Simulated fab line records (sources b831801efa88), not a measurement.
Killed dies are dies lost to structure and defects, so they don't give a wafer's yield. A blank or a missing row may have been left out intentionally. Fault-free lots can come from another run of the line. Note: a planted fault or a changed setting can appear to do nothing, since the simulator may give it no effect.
Which tool was responsible?	flow sky130	12 lots, 36 wafers sampled, at 5 steps of a route of 708

== WHAT EACH GAUGE READ, for each wafer ==
SKY_VIA4_BOW_MEAS_03.
lot	measured	on	VIA4_BOW (um)
L430	day 42 15:00	film metro-02	79 87 68
L432	day 43 16:00	film metro-02	78 80 76
L433	day 43 23:30	film metro-02	85 96 89
L435	day 44 03:29	film metro-01	81 87 83
L434	day 44 04:16	film metro-02	77 69 99
L436	day 44 13:05	film metro-02	82 98 77
L438	day 45 06:59	film metro-04	87 87 87
L440	day 45 16:06	film metro-04	72 59 63
L446	day 46 22:55	film metro-01	71 71 75
L447	day 47 02:13	film metro-02	77 80 79
L448	day 47 07:37	film metro-01	85 72 76
L449	day 47 13:55	film metro-02	75 76 84

SKY_VIA4_THK_MEAS_20: measures by xrf.
lot	measured	on	VIA4_W_THK (nm)
L430	day 43 15:41	film metro-04	488 483 481
L432	day 44 15:20	film metro-02	499 492 500
L433	day 44 22:52	film metro-02	499 507 512
L435	day 45 02:24	film metro-02	500 508 513
L434	day 45 03:26	film metro-01	502 510 504
L436	day 45 11:51	film metro-02	501 503 502
L438	day 46 04:47	film metro-04	490 493 492
L440	day 46 13:58	film metro-02	520 521 518
L446	day 47 20:05	film metro-02	505 506 494
L447	day 47 22:34	film metro-01	506 502 508
L448	day 48 03:54	film metro-04	493 491 492
L449	day 48 09:49	film metro-02	506 502 500

SKY_METAL5_THK_MEAS_06: measures by xrf.
lot	measured	on	METAL5_ALCU_THK (nm)
L430	day 43 16:20	film metro-03	1129 1147 1135
L432	day 44 15:58	film metro-02	1107 1094 1101
L433	day 44 23:30	film metro-03	1117 1124 1107
L435	day 45 03:02	film metro-02	1132 1126 1124
L434	day 45 04:12	film metro-02	1143 1140 1126
L436	day 45 12:29	film metro-01	1114 1121 1116
L438	day 46 09:25	film metro-03	1124 1116 1134
L440	day 46 16:40	film metro-01	1131 1120 1110
L446	day 47 20:44	film metro-02	1136 1130 1090
L447	day 47 23:13	film metro-03	1091 1137 1091
L448	day 48 04:32	film metro-01	1137 1126 1132
L449	day 48 10:27	film metro-02	1125 1118 1133

== TOOL THAT RAN EACH LOT (tool first, then ch and the chambers of the sampled wafers, then the start) ==
lot	SKY_METAL5_SPUTTER_01	SKY_METAL5_SPUTTER_04
L430	pvd sputter-02, day 43 16:03	pvd sputter-02, day 43 16:09
L432	pvd sputter-01, day 44 15:41	pvd sputter-01, day 44 15:46
L433	pvd sputter-02, day 44 23:14	pvd sputter-02, day 44 23:19
L435	pvd sputter-01, day 45 02:47	pvd sputter-01, day 45 02:52
L434	pvd sputter-02, day 45 03:56	pvd sputter-02, day 45 04:02
L436	pvd sputter-04, day 45 12:14	pvd sputter-04, day 45 12:19
L438	pvd sputter-04, day 46 09:10	pvd sputter-04, day 46 09:15
L440	pvd sputter-04, day 46 16:22	pvd sputter-04, day 46 16:27
L446	pvd sputter-02, day 47 20:28	pvd sputter-02, day 47 20:34
L447	pvd sputter-02, day 47 22:57	pvd sputter-02, day 47 23:02
L448	pvd sputter-01, day 48 04:17	pvd sputter-01, day 48 04:22
L449	pvd sputter-04, day 48 10:11	pvd sputter-04, day 48 10:16
- SKY_METAL5_SPUTTER_01: material TiN, target thk 20 nm, time 16.7 s.
- SKY_METAL5_SPUTTER_04: material TiN, target thk 70 nm, time 58.3 s.

== AS READ BY THE TOOLS THEMSELVES (means over the sampled wafers that have a number; for cases with no such wafer, the mark the record gives instead) ==
SKY_METAL5_SPUTTER_01.
lot	tool	cathode dc power W (W)	throttle valve pct (%)
L430	pvd sputter-02	6499.3	29.3
L432	pvd sputter-01	6499.6	29.0
L433	pvd sputter-02	6500.5	29.9
L435	pvd sputter-01	6500.1	28.9
L434	pvd sputter-02	6499.7	29.3
L436	pvd sputter-04	6500.7	30.3
L438	pvd sputter-04	6498.3	30.4
L440	pvd sputter-04	6501.3	29.8
L446	pvd sputter-02	6500.2	29.3
L447	pvd sputter-02	6499.4	29.9
L448	pvd sputter-01	6501.0	29.1
L449	pvd sputter-04	6500.9	29.8

SKY_METAL5_SPUTTER_04.
lot	tool	cathode dc power W (W)	throttle valve pct (%)
L430	pvd sputter-02	6500.1	29.0
L432	pvd sputter-01	6498.5	28.9
L433	pvd sputter-02	6499.8	29.8
L435	pvd sputter-01	6501.0	28.9
L434	pvd sputter-02	6500.7	29.4
L436	pvd sputter-04	6501.2	30.3
L438	pvd sputter-04	6499.2	30.3
L440	pvd sputter-04	6500.1	29.8
L446	pvd sputter-02	6954.8	29.2
L447	pvd sputter-02	7411.9	29.8
L448	pvd sputter-01	6501.1	29.1
L449	pvd sputter-04	6499.2	29.7

== THE ANSWER, worked out from the rows above alone ==
Rule: the lots themselves supply what counts as usual. The widest of any qualifying gaps counts: lots, ordered by their means at a reading, are off when they make up no more than a third of the lots, leave a main group of 4 or more, and stand apart from it by 3 or more times the standard deviation of that group's means. A main group is skipped when, at the precision printed for the reading in the tables above, its means are all equal. A lot without any number at a reading at which 4 lots or more have one is off too. The other lots that the step has rows for count as sound. After the gauges, taken in route order, come the tools' own readings; for these a lot's mean is taken, as printed above. The first step at which some lot is off is used, and at that step the reading that is off furthest; a lot without a number counts as furthest.
Off at SKY_METAL5_SPUTTER_04 (cathode dc power W): L446, L447. Main group: mean 6500.1 W, sd 0.87.
A tool fits if, at that step or a process step before it, it ran every lot that is off, and no sound lot after the first of them. One fits: pvd sputter-02 at SKY_METAL5_SPUTTER_01 and SKY_METAL5_SPUTTER_04. At SKY_METAL5_SPUTTER_01 its last sound lot is L434 (day 45 03:56), its first lot that is off L446 (day 47 20:28): a fault that began between those two fits.

== WHAT THE SIMULATOR PUT IN ==
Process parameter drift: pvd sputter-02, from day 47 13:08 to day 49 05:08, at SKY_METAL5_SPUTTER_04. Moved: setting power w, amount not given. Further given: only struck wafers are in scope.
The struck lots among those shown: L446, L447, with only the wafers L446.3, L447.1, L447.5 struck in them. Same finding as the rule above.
